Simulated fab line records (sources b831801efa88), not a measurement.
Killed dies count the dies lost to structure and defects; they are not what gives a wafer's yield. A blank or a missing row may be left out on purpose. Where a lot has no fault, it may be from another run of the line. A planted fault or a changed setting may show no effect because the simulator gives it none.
fab line records	flow sky130
record lots=7	wafers=21	last-day=50
route steps=708 shown POLY_GATE@219
lots untouched by any fault: they come from a run of this same line in which no faults occurred
start-h: the number of hours between the record's first day and the start of the first shown wafer of the lot	wait-h: hours from the lot's prior step to this one	" identical to the entry in the row above	L1.1+2: a single row standing in for several wafers	- value missing, or start not given	* or withheld: withheld	< > ~ a bound
route shown NAME@n: NAME is a module with steps in the file, n the number in the route of the first one	usual: mean/standard deviation of fault-free wafers	same: alike in all rows	chamber/n: place in a boat	sites: per-site readings	_std_site: how widely they spread, as a standard deviation	_edge_site: outer sites' mean less inner sites'	radius-mm: for every site, how far away it sits from the centre of the wafer	mask NAME#n: copy n	behind: the most recent tool/chamber to have shaped the wafer	hold: why the lot went on hold/how many hours it stayed there/how the hold came to an end	device: the transistor (n, p or np) that didn't switch	end of line: tests of these same wafers at the route's end	step lacking rows: just its recipe	killed: at the first sort, the dies lost to defects and structure; wafer yield is something else	map: shows each die of a wafer: x if killed, . if not, _ if none is there
set.NAME: the run value of the setting; set.NAME@STEP: its run value at that earlier step	model.NAME: the simulator's own value behind a step, which no gauge read
a table for each step, a row for each wafer; lots at some steps of the route
services: the hour from which a tool's chamber was out of use, counted from the record's first day as start-h (under 0 if before that day), plus the number of hours and why
## steps
# step SKY_POLY_GATE_DEHYDRATE_05
# recipe temp-c=200	time-s=60
# step SKY_POLY_GATE_HMDS_06
# recipe prime-time-s=60	prime-temp-c=120
# step SKY_POLY_GATE_COAT_07
# recipe resist=BARC	temp-c=withheld	time-s=withheld	spin-rpm=3000	resist-thk-nm=110
# step SKY_POLY_GATE_COAT_08
# recipe resist=KrF-thick	spin-rpm=3000	resist-thk-nm=450
# step SKY_POLY_GATE_SOFTBAKE_09
# recipe temp-c=100	time-s=90	resist=KrF-thick
# step SKY_POLY_GATE_EXPOSE_10
# recipe mask-id=P1M	na=0.68	source-shape=conventional	sigma-outer=0.6	target-cd-nm=150	dose-mj=28
# step SKY_POLY_GATE_PEB_11
# recipe peb-temp-c=withheld	peb-time-s=withheld	resist=KrF-thick
# step SKY_POLY_GATE_DEVELOP_12
# recipe develop-time-s=60	resist=KrF-thick	dev-temp-c=21
# step SKY_POLY_GATE_CD_MEAS_13
# recipe target-cd-nm=150
# usual cd-nm=150.0/1.3
lot.wafer	tool	chamber	start-h	wait-h	cd-nm
L584.1	cd-sem-02	-	361.87	-	151.2
L584.2	"	-	"	"	151.3
L584.6	"	-	"	"	152.2
L592.1	cd-sem-02	-	447.23	-	149.4
L592.3	"	-	"	"	150.5
L592.6	"	-	"	"	150.0
L594.1	cd-sem-02	-	457.24	-	148.9
L594.5	"	-	"	"	149.6
L594.6	"	-	"	"	148.8
L595.1	cd-sem-02	-	468.59	-	148.9
L595.4	"	-	"	"	149.1
L595.5	"	-	"	"	149.0
L596.3	cd-sem-02	-	480.11	-	152.7
L596.5	"	-	"	"	153.2
L596.6	"	-	"	"	151.7
L605.1	cd-sem-01	-	558.97	-	149.3
L605.2	"	-	"	"	149.6
L605.3	"	-	"	"	149.6
L606.1	cd-sem-02	-	561.38	-	150.5
L606.2	"	-	"	"	150.8
L606.6	"	-	"	"	150.8
# step SKY_POLY_GATE_OVL_MEAS_14
# usual POLY_GATE_OVL=2/5.1
lot.wafer	tool	chamber	start-h	wait-h	POLY_GATE_OVL[nm]
L584.1	overlay-02	-	361.99	0.1	0
L584.2	"	-	"	"	6
L584.6	"	-	"	"	0
L592.1	overlay-02	-	447.35	0.1	4
L592.3	"	-	"	"	-1
L592.6	"	-	"	"	-8
L594.1	overlay-01	-	457.36	0.1	-3
L594.5	"	-	"	"	7
L594.6	"	-	"	"	7
L595.1	overlay-02	-	468.71	0.1	3
L595.4	"	-	"	"	5
L595.5	"	-	"	"	1
L596.3	overlay-01	-	480.20	0.1	8
L596.5	"	-	"	"	8
L596.6	"	-	"	"	8
L605.1	overlay-01	-	559.09	0.1	-3
L605.2	"	-	"	"	-2
L605.3	"	-	"	"	2
L606.1	overlay-01	-	561.50	0.1	4
L606.2	"	-	"	"	8
L606.6	"	-	"	"	4
# step SKY_POLY_GATE_ETCH_15
# recipe chemistry=N2/H2	target=BARC	ion-energy-ev=200	source-w=500	bias-w=100	pressure-mtorr=30	n2-flow-sccm=100	h2-flow-sccm=200	stop-on=SiO2	time-s=118.5	target-depth-a=1100
# usual bias-w=100.0/0.32	chamber-pressure-mTorr=30.001/0.029	drypump-motor-current-A=5.8/0.44	oes-product-au=0.717/0.0048	throttle-valve-pct=13.214/0.0088
lot.wafer	tool	chamber	start-h	wait-h	bias-w	chamber-pressure-mTorr	drypump-motor-current-A	oes-product-au	rf-hours-counter-h	throttle-valve-pct
L584.1	rie-diel-02	3	362.03	0.0	100.0	29.999	5.8	0.714	119	13.203
L584.2	"	1	"	"	99.7	30.022	5.4	0.718	58	13.224
L584.6	"	3	"	"	99.8	29.994	5.8	0.722	-	13.206
L592.1	rie-diel-04	0	447.38	0.0	99.8	30.040	6.1	0.715	15	13.222
L592.3	"	1	"	"	100.4	30.018	5.9	0.708	48	13.211
L592.6	"	1	"	"	99.7	30.057	5.8	0.724	-	13.223
L594.1	rie-diel-03	1	457.40	0.0	99.9	29.963	6.4	0.713	4	13.209
L594.5	"	0	"	"	99.5	30.033	6.6	0.719	-	13.219
L594.6	"	1	"	"	99.9	30.013	6.4	0.714	-	13.208
L595.1	rie-diel-02	3	468.75	0.0	100.0	30.002	5.8	0.725	2	13.219
L595.4	"	2	"	"	99.9	29.978	5.6	0.714	28	13.224
L595.5	"	1	"	"	100.0	30.034	5.4	0.710	-	13.203
L596.3	rie-diel-03	0	480.23	0.0	99.9	30.011	6.6	0.714	3	13.210
L596.5	"	0	"	"	99.4	30.012	6.6	0.714	-	13.218
L596.6	"	1	"	"	100.0	29.983	6.4	0.715	-	13.223
L605.1	rie-diel-02	2	559.13	0.0	99.8	30.028	5.6	0.714	30	13.205
L605.2	"	0	"	"	100.3	30.008	5.6	0.716	7	13.226
L605.3	"	1	"	"	99.8	29.964	5.4	0.713	62	13.210
L606.1	rie-diel-03	1	561.53	0.0	100.0	30.029	6.4	0.717	6	13.195
L606.2	"	2	"	"	100.0	29.988	5.4	0.724	3	13.198
L606.6	"	2	"	"	100.3	30.026	5.4	0.719	-	13.228
# step SKY_POLY_GATE_ETCH_16
# recipe stop-on=poly-Si	chemistry=CH3F/O2	target=Si3N4	source-w=400	bias-w=80	pressure-mtorr=25	ch3f-flow-sccm=40	O2_flow_sccm=30	time-s=147.5	target-depth-a=750
# usual O2_flow_sccm=30.00/0.086	bias-w=79.99/0.25	drypump-motor-current-A=5.8/0.44	oes-product-au=0.640/0.0053	throttle-valve-pct=10.536/0.0093
lot.wafer	tool	chamber	start-h	wait-h	O2_flow_sccm	bias-w	drypump-motor-current-A	oes-product-au	rf-hours-counter-h	throttle-valve-pct
L584.1	rie-diel-02	3	362.11	0.0	29.94	80.35	5.8	0.645	119	10.542
L584.2	"	1	"	"	29.96	80.19	5.4	0.639	58	10.524
L584.6	"	3	"	"	29.93	79.96	5.8	0.635	-	10.519
L592.1	rie-diel-04	0	447.47	0.0	29.96	79.57	6.1	0.642	15	10.522
L592.3	"	1	"	"	30.11	79.97	5.9	0.647	48	10.537
L592.6	"	1	"	"	29.90	80.35	5.9	0.639	-	10.538
L594.1	rie-diel-03	1	457.48	0.0	30.18	79.82	6.4	0.635	4	10.543
L594.5	"	0	"	"	30.07	80.14	6.6	0.645	-	10.529
L594.6	"	1	"	"	30.09	79.93	6.4	0.635	-	10.549
L595.1	rie-diel-02	3	468.83	0.0	30.08	79.63	5.8	0.642	2	10.522
L595.4	"	2	"	"	29.99	79.86	5.6	0.637	28	10.537
L595.5	"	1	"	"	30.04	80.43	5.4	0.626	-	10.546
L596.3	rie-diel-03	0	480.31	0.0	30.01	80.09	6.6	0.640	3	10.561
L596.5	"	0	"	"	29.97	79.99	6.6	0.639	-	10.547
L596.6	"	1	"	"	30.03	79.99	6.4	0.645	-	10.524
L605.1	rie-diel-02	2	559.21	0.0	29.98	79.73	5.6	0.643	30	10.532
L605.2	"	0	"	"	29.91	79.89	5.6	0.640	7	10.524
L605.3	"	1	"	"	29.91	80.10	5.4	0.632	62	10.532
L606.1	rie-diel-03	1	561.61	0.0	30.02	79.93	6.4	0.638	6	10.541
L606.2	"	2	"	"	29.92	80.45	5.3	0.639	4	10.537
L606.6	"	2	"	"	29.95	80.13	5.4	0.636	-	10.531
# step SKY_POLY_GATE_ETCH_17
# recipe target-depth-nm=180	stop-on=SiO2	over-etch-frac=0.56667	chemistry=HBr/Cl2	target=poly-Si	icp-w=400	bias-w=100	pressure-mtorr=10	HBr_flow_sccm=150	Cl2_flow_sccm=50	time-s=70.5
# usual HBr_flow_sccm=150.0/0.49	bias-w=99.97/0.28	drypump-motor-current-A=5.8/0.7	oes-product-au=0.983/0.0078	throttle-valve-pct=33.683/0.0088
lot.wafer	tool	chamber	start-h	wait-h	HBr_flow_sccm	bias-w	drypump-motor-current-A	oes-product-au	rf-hours-counter-h	throttle-valve-pct	model.KrF-thick_of_POLY_GATE_COAT_08.thk-nm
L584.1	rie-si-02	0	362.21	0.0	150.5	99.63	5.2	0.976	40	33.675	141.6
L584.2	"	2	"	"	149.6	100.39	6.4	0.987	2	33.675	143.4
L584.6	"	0	"	"	150.0	100.04	5.2	0.995	-	33.678	141.4
L592.1	rie-si-02	2	447.56	0.0	149.6	99.68	6.4	0.981	3	33.682	143.9
L592.3	"	3	"	"	150.1	100.50	5.3	0.971	3	33.689	138.1
L592.6	"	2	"	"	149.8	99.87	6.4	0.973	-	33.671	138.7
L594.1	rie-si-02	1	457.58	0.0	-	-	-	-	-	-	235
L594.5	"	3	"	"	-	-	-	-	-	-	233.9
L594.6	"	0	"	"	-	-	-	-	-	-	234
L595.1	rie-si-01	1	468.93	0.0	-	-	-	-	-	-	234.7
L595.4	"	0	"	"	-	-	-	-	-	-	235.6
L595.5	"	3	"	"	-	-	-	-	-	-	235
L596.3	rie-si-02	0	480.41	0.0	-	-	-	-	-	-	235.8
L596.5	"	1	"	"	-	-	-	-	-	-	235.4
L596.6	"	0	"	"	-	-	-	-	-	-	234.7
L605.1	rie-si-01	2	559.31	0.0	150.2	100.53	6.7	0.981	4	33.684	145.1
L605.2	"	0	"	"	149.9	99.44	5.1	0.988	2	33.691	137.8
L605.3	"	3	"	"	149.5	99.90	4.9	0.990	0	33.686	144.3
L606.1	rie-si-02	3	561.71	0.0	150.5	99.88	5.3	0.974	3	33.689	143.8
L606.2	"	2	"	"	150.0	100.35	6.4	0.974	3	33.683	145.6
L606.6	"	3	"	"	150.3	100.06	5.3	0.989	-	33.681	145
# step SKY_POLY_GATE_STRIP_18
# recipe chemistry=O2/N2	power-w=1400	pressure-mtorr=1500	platen-temp-c=withheld	o2-flow-sccm=3000	n2-flow-sccm=300	overash-fraction=0.5
# usual drypump-motor-current-A=5.9/0.53	oes-product-au=0.361/0.0049	strip-time-to-endpoint-s=3.18/0.032
lot.wafer	tool	chamber	start-h	wait-h	drypump-motor-current-A	oes-product-au	rf-hours-counter-h	strip-time-to-endpoint-s
L584.1	plasma-asher-02	0	362.26	0.0	6.4	0.362	67	3.18
L584.2	"	1	"	"	5.0	0.361	67	3.20
L584.6	"	1	"	"	5.0	0.363	-	3.18
L592.1	plasma-asher-02	1	447.62	0.0	5.1	0.365	75	3.18
L592.3	"	1	"	"	5.1	0.353	-	3.13
L592.6	"	1	"	"	5.1	0.358	-	3.16
L594.1	plasma-asher-02	1	457.64	0.0	5.0	0.404	76	4.19
L594.5	"	1	"	"	5.0	0.395	-	4.18
L594.6	"	0	"	"	6.4	0.402	-	4.18
L595.1	plasma-asher-04	1	468.99	0.0	6.2	0.404	34	4.19
L595.4	"	1	"	"	6.2	0.402	-	4.20
L595.5	"	1	"	"	6.2	0.398	-	4.20
L596.3	plasma-asher-02	1	480.50	0.1	5.0	0.396	-	4.18
L596.5	"	1	"	"	5.1	0.407	-	4.20
L596.6	"	0	"	"	6.4	0.400	-	4.20
L605.1	plasma-asher-04	1	559.36	0.0	6.3	0.369	43	3.24
L605.2	"	0	"	"	6.1	0.354	43	3.14
L605.3	"	1	"	"	6.2	0.367	-	3.22
L606.1	plasma-asher-03	1	561.77	0.0	5.9	0.364	11	3.22
L606.2	"	0	"	"	5.7	0.360	11	3.24
L606.6	"	1	"	"	5.9	0.361	-	3.22
# step SKY_POLY_GATE_CLEAN_19
# recipe chemistry=SC1/SC2	mix=1:4:20	temp-c=70	time-s=150	dry=n2-spin
## services
tool	chamber	start-h	hours	kind
plasma-asher-04	-	340.54	4.7	repair
rie-diel-03	2	344.14	5.3	repair
rie-diel-04	0	349.11	7.5	repair
rie-diel-02	3	355.48	3.8	repair
plasma-asher-02	-	356.20	2.8	pm
rie-si-02	-	368.67	15.6	pm
plasma-asher-04	-	372.95	2.3	repair
rie-diel-04	-	379.47	0.7	repair
rie-si-02	-	392.42	2.8	pm
rie-si-01	3	395.11	11.6	repair
rie-diel-03	2	399.62	12.7	repair
rie-diel-02	3	419.17	12.2	repair
rie-si-01	1	432.04	4.7	repair
rie-diel-02	-	441.55	1.0	repair
rie-diel-02	0	447.59	7.3	repair
rie-diel-03	-	468.70	0.2	repair
rie-si-02	1	489.42	22.3	repair
rie-diel-03	-	505.85	2.8	pm
rie-diel-02	3	515.38	7.5	repair
rie-diel-03	2	522.08	5.4	repair
rie-diel-03	1	528.15	10.1	repair
rie-si-02	3	530.90	1.0	repair
rie-diel-03	3	533.69	4.0	repair
rie-diel-02	1	538.61	2.0	repair
## key
first-sign step=SKY_POLY_GATE_ETCH_17	reading=tool-record	direction=missing
effect step=SKY_POLY_GATE_STRIP_18	reading=strip-time-to-endpoint-s	direction=up	sigmas=31	usual=*	struck=*
model-effect step=SKY_POLY_GATE_ETCH_17	value=KrF-thick_of_POLY_GATE_COAT_08.thk-nm	without=140.1	struck=234.9
met-at SKY_POLY_GATE_ETCH_17
struck-wafers L594.1,L594.5,L594.6,L595.1,L595.4,L595.5,L596.3,L596.5,L596.6
later-rows-left-out L594.1,L594.5,L594.6,L595.1,L595.4,L595.5,L596.3,L596.5,L596.6
sort-left-out L594.1,L594.5,L594.6,L595.1,L595.4,L595.5,L596.3,L596.5,L596.6
tester-left-out L594,L595,L596
onset-between 447.56 457.58
fault kind=skipped-step-whole	tool=rie-si-01,rie-si-02	chamber=-	onset-h=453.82	steps=SKY_POLY_GATE_ETCH_17	scope=struck-lots-only
# tester-left-out: of these lots the tester's yield and bins aren't shown, on N5 and GAA mostly nor the transistor test; their killed dies are dies lost to structure and defects alone, not to doping, threshold or leakage, so they don't give the yield
# sort-left-out: the simulated sort isn't trusted on such a fault, so these wafers' sort isn't shown, and their yield isn't known
# later-rows-left-out: the simulator's readings of these wafers behind a module that went badly wrong aren't trusted and aren't shown, but for the sort
